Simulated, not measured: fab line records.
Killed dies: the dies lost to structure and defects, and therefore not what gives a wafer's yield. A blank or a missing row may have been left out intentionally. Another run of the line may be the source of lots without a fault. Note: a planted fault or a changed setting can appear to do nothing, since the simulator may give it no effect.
fab line records	flow sky130
record lots=6	wafers=18	last-day=50
route steps=708 shown POLY_CUT@312 SD_P@320 PAD_OPEN@708
lots that met no fault: taken from a fault-free run of the same line
start-h: start of the lot's first displayed wafer, in hours after the record's first day	wait-h: time in hours since the lot's previous step	" as in the row above	L1.1+2: several wafers, shown together as one row	- no value, or no start was given	* or withheld: withheld	< > ~ a bound
route shown NAME@n: NAME is a module with steps in the file, n the number in the route of the first one	usual: mean/standard deviation taken from wafers without a fault	same: alike in all rows	chamber/n: place in a boat	sites: per-site readings	_std_site: their standard deviation	_edge_site: outer sites' mean less inner sites'	radius-mm: how far each site lies from the wafer's centre	mask NAME#n: copy n	behind: the tool/chamber that last shaped the wafer	hold: why the lot went on hold/how many hours it stayed there/how the hold came to an end	device: the n, p or np transistor that did not switch	end of line: tests run on the same wafers once the route is complete	step lacking rows: just its recipe	killed: count of dies lost to structure and defects at first sort (not the wafer's yield)	map: a wafer's dies, marking killed ones x, the rest . and places with no die _
set.NAME: the setting that was run; set.NAME@STEP: the one run at that earlier step	model.NAME: the simulator's own value behind a step, which no gauge read
lots at some steps of the route; a table a step, a row a wafer
services: a tool's chamber out of use, with start hour (start-h, from the record's first day; less than 0 if before it), hours out, and reason
## steps
# step SKY_POLY_CUT_EXPOSE_05
# recipe mask-id=NPCM	na=0.8	source-shape=annular	sigma-inner=0.55	sigma-outer=0.85	target-cd-nm=270	dose-mj=32
# step SKY_POLY_CUT_PEB_06
# recipe peb-temp-c=withheld	peb-time-s=withheld	resist=KrF-thick
# step SKY_POLY_CUT_DEVELOP_07
# recipe develop-time-s=60	resist=KrF-thick	dev-temp-c=21
# step SKY_POLY_CUT_CD_MEAS_08
# recipe target-cd-nm=270
# usual cd-nm=269.8/1.4
lot.wafer	tool	chamber	start-h	wait-h	cd-nm
L337.1	cd-sem-02	-	576.14	-	269.1
L337.5	"	-	"	"	267.6
L337.6	"	-	"	"	268.7
L345.1	cd-sem-01	-	638.64	-	270.4
L345.2	"	-	"	"	268.8
L345.4	"	-	"	"	270.1
L351.3	cd-sem-01	-	689.03	-	271.9
L351.4	"	-	"	"	271.4
L351.6	"	-	"	"	270.5
L352.1	cd-sem-02	-	693.59	-	268.2
L352.2	"	-	"	"	269.2
L352.3	"	-	"	"	267.9
L355.1	cd-sem-01	-	723.84	-	271.4
L355.5	"	-	"	"	271.3
L355.6	"	-	"	"	271.6
L357.1	cd-sem-01	-	733.89	-	270.2
L357.4	"	-	"	"	268.0
L357.5	"	-	"	"	269.6
# step SKY_POLY_CUT_OVL_MEAS_09
# usual POLY_CUT_OVL=3/6.6
lot.wafer	tool	chamber	start-h	wait-h	POLY_CUT_OVL[nm]
L337.1	overlay-02	-	576.26	0.1	2
L337.5	"	-	"	"	-2
L337.6	"	-	"	"	-7
L345.1	overlay-02	-	638.76	0.1	3
L345.2	"	-	"	"	6
L345.4	"	-	"	"	5
L351.3	overlay-01	-	689.13	0.1	3
L351.4	"	-	"	"	10
L351.6	"	-	"	"	11
L352.1	overlay-02	-	693.71	0.1	7
L352.2	"	-	"	"	-1
L352.3	"	-	"	"	-2
L355.1	overlay-01	-	723.96	0.1	-4
L355.5	"	-	"	"	8
L355.6	"	-	"	"	-5
L357.1	overlay-01	-	734.01	0.1	4
L357.4	"	-	"	"	6
L357.5	"	-	"	"	2
# step SKY_POLY_CUT_ETCH_10
# recipe chemistry=N2/H2	target=BARC	ion-energy-ev=200	source-w=500	bias-w=100	pressure-mtorr=30	n2-flow-sccm=100	h2-flow-sccm=200	stop-on=SiO2	time-s=45.9	target-depth-a=600
# usual drypump-motor-current-A=5.5/0.41	oes-product-au=0.854/0.0047	throttle-valve-pct=13.225/0.0094
lot.wafer	tool	chamber	start-h	wait-h	drypump-motor-current-A	oes-product-au	rf-hours-counter-h	throttle-valve-pct
L337.1	rie-diel-01	3	576.30	0.0	5.6	0.854	8	13.237
L337.5	"	0	"	"	5.7	0.848	-	13.224
L337.6	"	1	"	"	4.9	0.848	-	13.207
L345.1	rie-diel-01	2	638.80	0.0	5.9	0.847	10	13.213
L345.2	"	3	"	"	5.6	0.847	10	13.224
L345.4	"	1	"	"	4.8	0.857	3	13.204
L351.3	rie-diel-01	2	689.15	0.0	5.9	0.849	11	13.213
L351.4	"	3	"	"	5.6	0.853	11	13.239
L351.6	"	2	"	"	5.9	0.857	-	13.232
L352.1	rie-diel-04	0	693.75	0.0	4.8	0.856	8	13.221
L352.2	"	1	"	"	5.5	0.857	8	13.230
L352.3	"	2	"	"	5.9	0.851	40	13.219
L355.1	rie-diel-02	3	724.00	0.0	5.0	0.852	26	13.228
L355.5	"	0	"	"	6.1	0.851	-	13.212
L355.6	"	1	"	"	5.7	0.860	-	13.215
L357.1	rie-diel-01	0	734.05	0.0	5.7	0.858	12	13.217
L357.4	"	1	"	"	4.9	0.856	5	13.227
L357.5	"	2	"	"	5.9	0.853	-	13.229
# step SKY_POLY_CUT_ETCH_11
# recipe target=Si3N4	chemistry=CF4/CH2F2/Ar	stop-on=poly-Si	source-w=600	bias-w=150	pressure-mtorr=40	cf4-flow-sccm=40	ch2f2-flow-sccm=20	Ar_flow_sccm=150	time-s=42.5	target-depth-a=600
# usual drypump-motor-current-A=5.5/0.41	oes-product-au=0.829/0.0067	throttle-valve-pct=14.995/0.0092
lot.wafer	tool	chamber	start-h	wait-h	drypump-motor-current-A	oes-product-au	rf-hours-counter-h	throttle-valve-pct
L337.1	rie-diel-01	3	576.34	0.0	5.6	0.836	9	14.992
L337.5	"	0	"	"	5.7	0.839	-	14.990
L337.6	"	1	"	"	4.9	0.836	-	15.001
L345.1	rie-diel-01	2	638.84	0.0	5.8	0.829	10	15.000
L345.2	"	3	"	"	5.6	0.834	10	15.000
L345.4	"	1	"	"	4.9	0.832	3	15.003
L351.3	rie-diel-01	2	689.19	0.0	5.9	0.822	11	14.990
L351.4	"	3	"	"	5.6	0.823	11	14.995
L351.6	"	2	"	"	5.9	0.838	-	14.989
L352.1	rie-diel-04	0	693.79	0.0	4.8	0.822	8	14.988
L352.2	"	1	"	"	5.5	0.826	8	14.996
L352.3	"	2	"	"	5.9	0.821	40	14.995
L355.1	rie-diel-02	3	724.04	0.0	5.0	0.828	26	15.005
L355.5	"	0	"	"	6.1	0.825	-	14.987
L355.6	"	1	"	"	5.6	0.826	-	15.002
L357.1	rie-diel-01	0	734.09	0.0	5.7	0.824	12	14.988
L357.4	"	1	"	"	4.8	0.827	5	14.992
L357.5	"	2	"	"	5.8	0.833	-	14.980
# step SKY_POLY_CUT_STRIP_12
# recipe chemistry=O2/N2	power-w=1400	pressure-mtorr=1500	platen-temp-c=withheld	o2-flow-sccm=3000	n2-flow-sccm=300	overash-fraction=0.5
# usual drypump-motor-current-A=5.6/0.4	oes-product-au=0.452/0.0047	strip-time-to-endpoint-s=5.358/0.018
lot.wafer	tool	chamber	start-h	wait-h	drypump-motor-current-A	oes-product-au	rf-hours-counter-h	strip-time-to-endpoint-s
L337.1	plasma-asher-03	1	576.38	0.0	5.6	0.453	13	5.368
L337.5	"	1	"	"	5.6	0.447	-	5.348
L337.6	"	0	"	"	6.0	0.452	-	5.361
L345.1	plasma-asher-01	1	638.88	0.0	5.5	0.461	52	5.329
L345.2	"	0	"	"	5.4	0.445	52	5.353
L345.4	"	1	"	"	5.5	0.448	-	5.341
L351.3	plasma-asher-01	1	689.27	0.1	5.5	0.453	-	5.349
L351.4	"	0	"	"	5.5	0.449	-	5.346
L351.6	"	1	"	"	5.4	0.450	-	5.358
L352.1	plasma-asher-02	0	693.83	0.0	5.8	0.454	103	5.385
L352.2	"	1	"	"	4.7	0.450	103	5.360
L352.3	"	1	"	"	4.7	0.451	-	5.386
L355.1	plasma-asher-01	0	724.08	0.0	5.4	0.456	61	5.362
L355.5	"	1	"	"	5.5	0.460	-	5.354
L355.6	"	0	"	"	5.5	0.454	-	5.367
L357.1	plasma-asher-03	0	734.13	0.0	6.0	0.460	29	5.350
L357.4	"	0	"	"	6.0	0.449	-	5.380
L357.5	"	0	"	"	6.0	0.455	-	5.367
# step SKY_SD_P_DEHYDRATE_00
# recipe temp-c=200	time-s=60
# step SKY_SD_P_HMDS_01
# recipe prime-time-s=60	prime-temp-c=120
# step SKY_SD_P_COAT_02
# recipe resist=NOVOLAK	spin-rpm=3000	resist-thk-nm=1140
# step SKY_SD_P_SOFTBAKE_03
# recipe temp-c=90	time-s=60	resist=NOVOLAK
# step SKY_SD_P_EXPOSE_04
# recipe mask-id=PSDM	na=0.6	source-shape=conventional	sigma-outer=0.6	polarization=unpolarized	target-cd-nm=380	dose-mj=138
lot.wafer	tool	chamber	start-h	wait-h	mask	model.SD_P.overlay-x-nm
L337.1+5+6	iline-stepper-02	0	591.04	-	PSDM#0	-0.74
L345.1+2+4	iline-stepper-01	0	653.62	-	PSDM#0	-0.406
L351.3+4+6	iline-stepper-01	0	703.56	-	PSDM#0	55.41
L352.1+2+3	iline-stepper-01	0	707.69	-	PSDM#0	54.12
L355.1+5+6	iline-stepper-02	0	737.59	-	PSDM#0	0.4891
L357.1+4+5	iline-stepper-02	0	747.39	-	PSDM#0	-1.354
# step SKY_SD_P_PEB_05
# recipe temp-c=withheld	time-s=*	resist=NOVOLAK
# step SKY_SD_P_DEVELOP_06
# recipe resist=NOVOLAK	developer=TMAH	develop-time-s=60	dev-temp-c=23
# step SKY_SD_P_CD_MEAS_07
# recipe target-cd-nm=380
# usual cd-nm=379.9/2.6
lot.wafer	tool	chamber	start-h	wait-h	cd-nm
L337.1	cd-sem-01	-	605.42	0.1	380.2
L337.5	"	-	"	"	381.7
L337.6	"	-	"	"	382.6
L345.1	cd-sem-02	-	667.30	0.1	380.9
L345.2	"	-	"	"	380.3
L345.4	"	-	"	"	382.7
L351.3	cd-sem-02	-	717.01	0.1	379.8
L351.4	"	-	"	"	380.5
L351.6	"	-	"	"	383.0
L352.1	cd-sem-01	-	721.09	0.1	383.9
L352.2	"	-	"	"	381.5
L352.3	"	-	"	"	381.1
L355.1	cd-sem-02	-	750.42	0.1	378.2
L355.5	"	-	"	"	379.6
L355.6	"	-	"	"	383.8
L357.1	cd-sem-02	-	760.79	0.1	380.8
L357.4	"	-	"	"	382.0
L357.5	"	-	"	"	380.2
# step SKY_SD_P_OVL_MEAS_08
# usual SD_P_OVL=-0.2/1.4
lot.wafer	tool	chamber	start-h	wait-h	SD_P_OVL[nm]
L337.1	overlay-02	-	605.54	0.1	0.0
L337.5	"	-	"	"	0.8
L337.6	"	-	"	"	-2.8
L345.1	overlay-01	-	667.42	0.1	-0.5
L345.2	"	-	"	"	0.5
L345.4	"	-	"	"	-0.1
L351.3	overlay-01	-	717.10	0.1	56.5
L351.4	"	-	"	"	56.4
L351.6	"	-	"	"	55.5
L352.1	overlay-01	-	721.21	0.1	52.8
L352.2	"	-	"	"	55.4
L352.3	"	-	"	"	52.2
L355.1	overlay-01	-	750.54	0.1	1.3
L355.5	"	-	"	"	0.1
L355.6	"	-	"	"	0.2
L357.1	overlay-02	-	760.91	0.1	-0.6
L357.4	"	-	"	"	1.2
L357.5	"	-	"	"	-1.2
# step SKY_SD_P_IMPLANT_09
# recipe species=BF2	energy-kev=20	dose-cm2=3e+15	tilt-deg=0
# step SKY_PAD_OPEN_PROBE_99
# usual killed_at_M0_to_M3=44/7.1	killed_at_M4_up=3.1/1.9	killed-at-contacts=25/5.8	killed-at-front-end=16/4.5	killed-at-other=0.3/0.52	killed-dies=88/9.1	killed-open=48/6.8	killed-short=39/5.8
# same gross-dies=492	killed-at-back-side=0
lot.wafer	tool	chamber	start-h	wait-h	killed_at_M0_to_M3	killed_at_M4_up	killed-at-contacts	killed-at-front-end	killed-at-other	killed-dies	killed-open	killed-short
L345.1	prober-01	-	1139.30	0.1	40	6	31	21	0	98	49	49
L345.2	prober-01	-	1139.35	0.1	46	3	34	12	0	95	49	46
L345.4	prober-01	-	1139.45	0.2	38	1	37	12	0	88	47	41
# killed by level:class
L345.1 VIA1:geometric-particle:open=12 CONTACT:geometric-particle:open=10 LOCAL_INTERCONNECT:geometric-particle:short=8 FIELD_ISO:geometric-particle:short=7 LI_CONTACT:geometric-particle:open=5 CONTACT:geometric-particle:short=4 VIA1:geometric-particle:short=4 METAL2:geometric-particle:short=4
L345.2 VIA1:geometric-particle:open=12 CONTACT:geometric-particle:open=12 CONTACT:geometric-particle:short=6 METAL1:geometric-particle:short=6 POLY_GATE:geometric-particle:short=5 LI_CONTACT:geometric-particle:short=5 LI_CONTACT:geometric-particle:open=5 VIA2:geometric-particle:open=5
L345.4 LOCAL_INTERCONNECT:geometric-particle:short=11 CONTACT:geometric-particle:open=11 VIA1:geometric-particle:open=11 CONTACT:geometric-particle:short=7 VIA1:geometric-particle:short=7 POLY_GATE:geometric-particle:open=5 LI_CONTACT:geometric-particle:open=4 LOCAL_INTERCONNECT:geometric-particle:open=4
## services
tool	chamber	start-h	hours	kind
rie-diel-04	-	570.04	2.8	pm
rie-diel-04	2	586.77	6.2	repair
iline-stepper-01	-	593.07	1.7	pm
rie-diel-02	-	611.99	0.6	repair
rie-diel-01	0	618.34	3.7	repair
rie-diel-02	-	621.62	2.8	pm
plasma-asher-03	-	624.44	0.9	repair
iline-stepper-02	-	641.54	1.7	pm
plasma-asher-03	-	641.94	2.8	pm
iline-stepper-01	-	670.12	1.5	repair
rie-diel-02	0	675.43	5.8	repair
iline-stepper-01	0	679.68	-	calibration
rie-diel-02	2	684.23	-	clean
rie-diel-02	2	684.23	22.2	scheduled-down
rie-diel-02	2	684.23	22.2	vent-cycle
rie-diel-04	3	692.17	5.1	repair
rie-diel-02	0	696.08	2.9	repair
rie-diel-01	0	715.56	3.7	repair
rie-diel-01	0	719.49	8.3	repair
plasma-asher-02	-	733.75	9.0	pm
plasma-asher-02	0	733.75	9.0	vent-cycle
rie-diel-02	2	734.75	6.1	repair
plasma-asher-01	-	738.37	2.1	repair
iline-stepper-02	-	739.40	2.3	repair
## key
first-sign step=SKY_SD_P_OVL_MEAS_08	reading=SD_P_OVL	direction=up	sigmas=39	usual=-0.2	struck=54.8
effect none on later readings
model-effect step=SKY_SD_P_EXPOSE_04	value=SD_P.overlay-x-nm	without=-0.08869	struck=54.77
met-at SKY_SD_P_EXPOSE_04
struck-wafers L351.3,L351.4,L351.6,L352.1,L352.2,L352.3
tester-left-out L351,L352
onset-between 653.62 703.56
fault kind=scanner-matching-overlay	tool=iline-stepper-01	chamber=-	onset-h=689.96	steps=SKY_SD_P_EXPOSE_04	offset=54.856
# tester-left-out: of these lots the tester's yield and bins aren't shown, on N5 and GAA mostly nor the transistor test; their killed dies are dies lost to structure and defects alone, not to doping, threshold or leakage, so they don't give the yield
